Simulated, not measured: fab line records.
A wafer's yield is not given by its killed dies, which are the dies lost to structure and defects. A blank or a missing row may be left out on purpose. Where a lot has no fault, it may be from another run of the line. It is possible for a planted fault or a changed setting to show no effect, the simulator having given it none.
Which tool did it? :: flow sky130 :: Sampling: 14 lots, 40 wafers, 3 of 708 route steps

## WHAT THE GAUGES READ, wafer by wafer
SKY_SONOS_ONO_CD_MEAS_13: the cd target is 410 nm. Usual: cd_nm reads 410.4 nm (standard deviation 2.5).
lot: L966
measured: day 13 03:38
on: cd_sem-02
cd_nm (nm): 411.1 411.9 412.3
flag: 

lot: L968
measured: day 13 15:44
on: cd_sem-01
cd_nm (nm): 410.8 406.9 408.1
flag: 

lot: L972
measured: day 15 04:06
on: cd_sem-01
cd_nm (nm): 409.8 412.3
flag: 

lot: L974
measured: day 16 01:17
on: cd_sem-02
cd_nm (nm): 408.1 410.0 409.8
flag: 

lot: L976
measured: day 16 18:34
on: cd_sem-01
cd_nm (nm): 411.2 411.2
flag: 

lot: L980
measured: day 18 09:46
on: cd_sem-02
cd_nm (nm): 412.9 412.7 411.5
flag: 

lot: L981
measured: day 19 03:02
on: cd_sem-02
cd_nm (nm): 413.9 416.2 415.8
flag: 

lot: L982
measured: day 19 03:22
on: cd_sem-02
cd_nm (nm): 407.6 408.3 408.6
flag: 

lot: L984
measured: day 19 11:03
on: cd_sem-02
cd_nm (nm): 410.1 410.6 408.4
flag: 

lot: L983
measured: day 19 11:22
on: cd_sem-01
cd_nm (nm): 412.6 411.4 412.3
flag: 

lot: L985
measured: day 20 02:14
on: cd_sem-02
cd_nm (nm): 411.6 410.4 411.3
flag: 

lot: L986
measured: day 20 03:47
on: cd_sem-02
cd_nm (nm): 406.4 408.5 407.4
flag: 

lot: L988
measured: day 20 16:29
on: cd_sem-02
cd_nm (nm): 410.5 413.5 411.8
flag: 

lot: L989
measured: day 20 22:57
on: cd_sem-02
cd_nm (nm): 411.6 410.2 412.1
flag: 

SKY_GATE_OXIDE_TW_MEAS_14. Usual: for GATE_OXIDE_TW the level is 225.0 and the standard deviation is 2.8.
lot: L966
measured: day 14 10:06
on: film_metro-04
GATE_OXIDE_TW: 227.7 228.3 226.5
flag: 

lot: L968
measured: day 14 22:17
on: film_metro-03
GATE_OXIDE_TW: 222.2 222.0 222.3
flag: 

lot: L972
measured: day 16 12:49
on: film_metro-04
GATE_OXIDE_TW: 226.9 228.2
flag: 

lot: L974
measured: day 17 10:56
on: film_metro-03
GATE_OXIDE_TW: 221.5 222.4 221.2
flag: 

lot: L976
measured: day 18 03:32
on: film_metro-04
GATE_OXIDE_TW: 228.3 228.3
flag: 

lot: L980
measured: day 20 00:07
on: film_metro-03
GATE_OXIDE_TW: 222.0 222.6 222.6
flag: 

lot: L981
measured: day 20 12:19
on: film_metro-01
GATE_OXIDE_TW: 224.4 222.0 223.1
flag: 

lot: L982
measured: day 20 13:24
on: film_metro-03
GATE_OXIDE_TW: 222.9 221.6 222.4
flag: 

lot: L984
measured: day 20 23:02
on: film_metro-04
GATE_OXIDE_TW: 228.3 228.5 229.8
flag: 

lot: L983
measured: day 20 23:16
on: film_metro-03
GATE_OXIDE_TW: 222.3 222.5 223.1
flag: 

lot: L985
measured: day 21 11:56
on: film_metro-01
GATE_OXIDE_TW: 223.5 222.7 223.8
flag: 

lot: L986
measured: day 21 13:42
on: film_metro-04
GATE_OXIDE_TW: 227.7 227.1 228.6
flag: 

lot: L988
measured: day 22 01:54
on: film_metro-04
GATE_OXIDE_TW: 228.5 228.7 228.5
flag: 

lot: L989
measured: day 22 09:17
on: film_metro-01
GATE_OXIDE_TW: 223.7 224.4 224.6
flag: 

## TOOL THAT RAN EACH LOT (tool first, then ch and the chambers of the sampled wafers, then the start)
lot: L966
SKY_SONOS_ONO_STRIP_17: plasma_asher-02 ch 0,1, day 13 03:53

lot: L968
SKY_SONOS_ONO_STRIP_17: plasma_asher-02 ch 0,1, day 13 15:59

lot: L972
SKY_SONOS_ONO_STRIP_17: plasma_asher-03 ch 0,1, day 15 04:22

lot: L974
SKY_SONOS_ONO_STRIP_17: plasma_asher-02 ch 0,1, day 16 01:33

lot: L976
SKY_SONOS_ONO_STRIP_17: plasma_asher-03 ch 1, day 16 18:50

lot: L980
SKY_SONOS_ONO_STRIP_17: plasma_asher-03 ch 0,1, day 18 10:01

lot: L981
SKY_SONOS_ONO_STRIP_17: plasma_asher-02 ch 0,1, day 19 03:19

lot: L982
SKY_SONOS_ONO_STRIP_17: plasma_asher-03 ch 0,1, day 19 03:37

lot: L984
SKY_SONOS_ONO_STRIP_17: plasma_asher-02 ch 0,1, day 19 11:19

lot: L983
SKY_SONOS_ONO_STRIP_17: plasma_asher-03 ch 0,1, day 19 11:37

lot: L985
SKY_SONOS_ONO_STRIP_17: plasma_asher-02 ch 0,1, day 20 02:30

lot: L986
SKY_SONOS_ONO_STRIP_17: plasma_asher-04 ch 0,1, day 20 04:04

lot: L988
SKY_SONOS_ONO_STRIP_17: plasma_asher-03 ch 0,1, day 20 16:44

lot: L989
SKY_SONOS_ONO_STRIP_17: plasma_asher-04 ch 1, day 20 23:12
- SKY_SONOS_ONO_STRIP_17: strips in O2/N2.

## WHAT THE TOOLS THEMSELVES READ (means of the sampled wafers that have a number; where no wafer has one, the mark that the record gives instead)
SKY_SONOS_ONO_STRIP_17. Usual: drypump_motor_current_A 5.8 A, standard deviation 0.6; oes_product_au 0.710 a.u., standard deviation 0.0045; strip_time_to_endpoint_s 14.09 s, standard deviation 0.045.
lot: L966
tool: plasma_asher-02
drypump_motor_current_A (A): 5.2
oes_product_au (a.u.): 0.712
strip_time_to_endpoint_s (s): 14.12
flag: 

lot: L968
tool: plasma_asher-02
drypump_motor_current_A (A): 5.7
oes_product_au (a.u.): 0.714
strip_time_to_endpoint_s (s): 14.12
flag: 

lot: L972
tool: plasma_asher-03
drypump_motor_current_A (A): 5.9
oes_product_au (a.u.): 0.714
strip_time_to_endpoint_s (s): 14.08
flag: 

lot: L974
tool: plasma_asher-02
drypump_motor_current_A (A): 5.2
oes_product_au (a.u.): 0.711
strip_time_to_endpoint_s (s): 14.06
flag: 

lot: L976
tool: plasma_asher-03
drypump_motor_current_A (A): 6.2
oes_product_au (a.u.): 0.707
strip_time_to_endpoint_s (s): 14.12
flag: 

lot: L980
tool: plasma_asher-03
drypump_motor_current_A (A): 5.8
oes_product_au (a.u.): 0.713
strip_time_to_endpoint_s (s): 14.13
flag: 

lot: L981
tool: plasma_asher-02
drypump_motor_current_A (A): 5.2
oes_product_au (a.u.): 0.716
strip_time_to_endpoint_s (s): 14.17
flag: 

lot: L982
tool: plasma_asher-03
drypump_motor_current_A (A): 6.0
oes_product_au (a.u.): 0.711
strip_time_to_endpoint_s (s): 14.11
flag: 

lot: L984
tool: plasma_asher-02
drypump_motor_current_A (A): 5.2
oes_product_au (a.u.): 0.712
strip_time_to_endpoint_s (s): 14.08
flag: 

lot: L983
tool: plasma_asher-03
drypump_motor_current_A (A): 6.0
oes_product_au (a.u.): 0.713
strip_time_to_endpoint_s (s): 14.12
flag: 

lot: L985
tool: plasma_asher-02
drypump_motor_current_A (A): 5.2
oes_product_au (a.u.): 0.710
strip_time_to_endpoint_s (s): 14.07
flag: 

lot: L986
tool: plasma_asher-04
drypump_motor_current_A (A): 6.1
oes_product_au (a.u.): 0.711
strip_time_to_endpoint_s (s): 14.11
flag: 

lot: L988
tool: plasma_asher-03
drypump_motor_current_A (A): 6.0
oes_product_au (a.u.): 0.710
strip_time_to_endpoint_s (s): 14.10
flag: 

lot: L989
tool: plasma_asher-04
drypump_motor_current_A (A): 6.5
oes_product_au (a.u.): 0.708
strip_time_to_endpoint_s (s): 14.06
flag: 

## THE ANSWER, worked out from the rows above alone
Rule: lot off if the mean of its wafers having a number is beyond 3 standard deviations from the usual mean. A lot without any number at a reading at which 4 lots or more have one is off too. All remaining lots with rows at the step are treated as sound. First the gauges in route order, then the tools' own readings, where a lot's mean is used as printed above. The first step at which some lot is off is used, and at that step the reading that is off furthest; a lot without a number counts as furthest.
No lot is off at any reading shown: from this, nothing can be told.

## WHAT WAS PUT IN BY THE SIMULATOR
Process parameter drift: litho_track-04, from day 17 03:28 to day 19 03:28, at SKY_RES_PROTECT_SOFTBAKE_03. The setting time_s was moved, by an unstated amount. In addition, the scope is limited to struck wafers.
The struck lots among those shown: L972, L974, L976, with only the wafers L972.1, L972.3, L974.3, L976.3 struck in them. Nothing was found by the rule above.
